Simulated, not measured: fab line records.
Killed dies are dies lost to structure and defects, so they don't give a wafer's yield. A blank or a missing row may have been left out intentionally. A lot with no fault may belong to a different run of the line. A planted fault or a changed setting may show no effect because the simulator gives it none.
Problem report in the 8D (eight disciplines) form, filled by code | flow sky130 | the parts of the form that need people (team, actions taken, sign-off) are left out

## 1. WHAT WENT WRONG
On 3 wafers of 1 lot, cd nm at SKY_VIA2_CD_MEAS_12 has a mean of 193.4 nm; fault-free wafers read 200.1 nm, standard deviation 1.4. Measured from the usual mean, that is -4.8 standard deviations.
The step: target cd 200 nm.
Seen first at day 41 00:54 on cd sem-01, wafer L980.1. The record has a number at this step for 39 wafers belonging to 13 lots. By rule, "out" or "out of limits" means more than 4 standard deviations away from the usual mean. Any other wafer with a number is counted as sound.

## 2. WHAT IT IS AND WHAT IT IS NOT
question                    | is                     | is not
which readings at this step | cd nm                  | -
which lots                  | L980                   | L968, L969, L970, L971, L972, L973, L975, L986, L987, L988, L989, L991
which wafers of those lots  | all that have a number | -
read on which gauges        | cd sem-01              | cd sem-02
when                        | from day 41 00:54      | up to then (21 sound wafers); but 15 sound wafers of L986, L987, L988, L989, L991 came after

## 3. SUSPECTS, AND WHAT RULES EACH OUT
Counting: a tool at any process step up to the reading remains a suspect when it ran all the lots that are out and ran no sound lot after the first of those.
- the gauge at SKY_VIA2_CD_MEAS_12: kept. All the wafers that are out were read on cd sem-01, and no step on other tools shows them out.
- litho track-03 at SKY_VIA2_DEVELOP_11 (develop time 60 s): kept. It ran the lot that is out, L980 (day 41 00:00), and no sound lot after that; its last sound lot up to then is L975 (day 38 10:00).
The count leaves cd sem-01 at SKY_VIA2_CD_MEAS_12 and litho track-03 at SKY_VIA2_DEVELOP_11.

## 4. THE CAUSE (what the simulator had put in)
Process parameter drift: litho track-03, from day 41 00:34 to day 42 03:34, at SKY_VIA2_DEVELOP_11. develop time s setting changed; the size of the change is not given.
Of the 2 suspects that counting leaves, this tool is one.

## 5. THE EFFECT CHAIN, in route order
Rows list readings where the struck wafers' mean (over those with a number) sits beyond 3 standard deviations from the usual. Readings are gone through only where the record gives a usual standard deviation; hours: the median, over the lots, of the time from a lot's start at the first step in this table giving one to that lot's start at this step; sigmas: the change measured in usual standard deviations.
hours | step                | reading | usual    | on struck wafers | change | sigmas
0     | SKY_VIA2_CD_MEAS_12 | cd nm   | 200.1 nm | 193.4            | -6.7   | -4.8

## 6. HOW IT WOULD HAVE BEEN CAUGHT EARLIER
The first out-of-limits reading at a measuring or inspecting step in this record came at day 41 00:54, 0 hours after the fault's start at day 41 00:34.
Of the tool readings at SKY_VIA2_DEVELOP_11 for which the record gives a usual standard deviation, none was out on any struck wafer, so an alarm limit of 4 standard deviations on them would not have fired.
The start of SKY_VIA2_DEVELOP_11 on litho track-03 came by day 41 00:54 for every one of the lots that are out (1). A hold on the tool at that time would have spared none of them.
